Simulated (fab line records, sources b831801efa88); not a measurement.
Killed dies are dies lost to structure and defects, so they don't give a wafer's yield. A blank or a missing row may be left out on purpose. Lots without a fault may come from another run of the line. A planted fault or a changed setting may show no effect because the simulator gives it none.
Chamber matching | flow gf180mcu | GF_V3_CMP_04 on cmp-01: 4 sister chambers
The step polishes SiO2. 17 wafers are shown with their chamber, then 8 later ones without.

WAFERS WITH THEIR CHAMBER
wafer  | chamber | motor_current_A (A) | time_to_endpoint_s (s)
L250.3 | 1       | 10.6                | 74
L250.5 | 2       | 11.0                | 72
L250.6 | 1       | 10.5                | 81
L251.2 | 1       | 11.0                | 77
L251.3 | 2       | 11.6                | 72
L251.4 | 3       | 11.4                | 79
L255.1 | 0       | 13.2                | 84
L255.3 | 1       | 10.7                | 94
L255.4 | 2       | 11.5                | 90
L256.1 | 2       | 11.3                | 72
L256.3 | 3       | 11.7                | 71
L256.4 | 1       | 10.3                | 83
L257.1 | 0       | 12.7                | 74
L257.3 | 2       | 11.7                | 70
L260.2 | 3       | 11.7                | 101
L260.3 | 1       | 10.4                | 78
L270.2 | 1       | 10.6                | 79

SIGNATURES (means of the wafers above)
reading            | chamber 0 | chamber 1 | chamber 2 | chamber 3 | scatter within a chamber
motor_current_A    | 12.950    | 10.586    | 11.420    | 11.600    | 0.248
time_to_endpoint_s | 79.00     | 80.86     | 75.20     | 83.67     | 9.03
Rule: a wafer's distance from a chamber is the root of the sum, over the readings, of the square of ((its reading less the chamber's mean) divided by the reading's scatter). The wafer belongs to the nearest chamber; if the next one is less than 2 further off, it can't be placed. The scatter: the root of (the sum of the squares of (reading less its chamber's mean) over the shown wafers, divided by (wafers less chambers)).

WAFERS WITHOUT THEIR CHAMBER
wafer  | motor_current_A (A) | time_to_endpoint_s (s)
L270.4 | 13.5                | 83
L270.5 | 11.7                | 82
L271.1 | 10.9                | 86
L271.2 | 12.6                | 76
L271.3 | 12.4                | 80
L273.1 | 12.9                | 75
L273.4 | 11.7                | 80
L273.6 | 11.5                | 71

WHICH CHAMBER EACH WENT THROUGH
wafer  | from the rows above          | in truth
L270.4 | 0                            | 0
L270.5 | can't be placed: 3 or 2      | 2
L271.1 | can't be placed: 1 or 2 or 3 | 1
L271.2 | 0                            | 0
L271.3 | can't be placed: 0 or 3 or 2 | 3
L273.1 | 0                            | 0
L273.4 | can't be placed: 3 or 2      | 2
L273.6 | can't be placed: 2 or 3      | 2
Placed correctly: 3 of 8. Can't be placed from these rows: 5 (the true chamber is among the candidates in 5). Placed wrongly: 0.
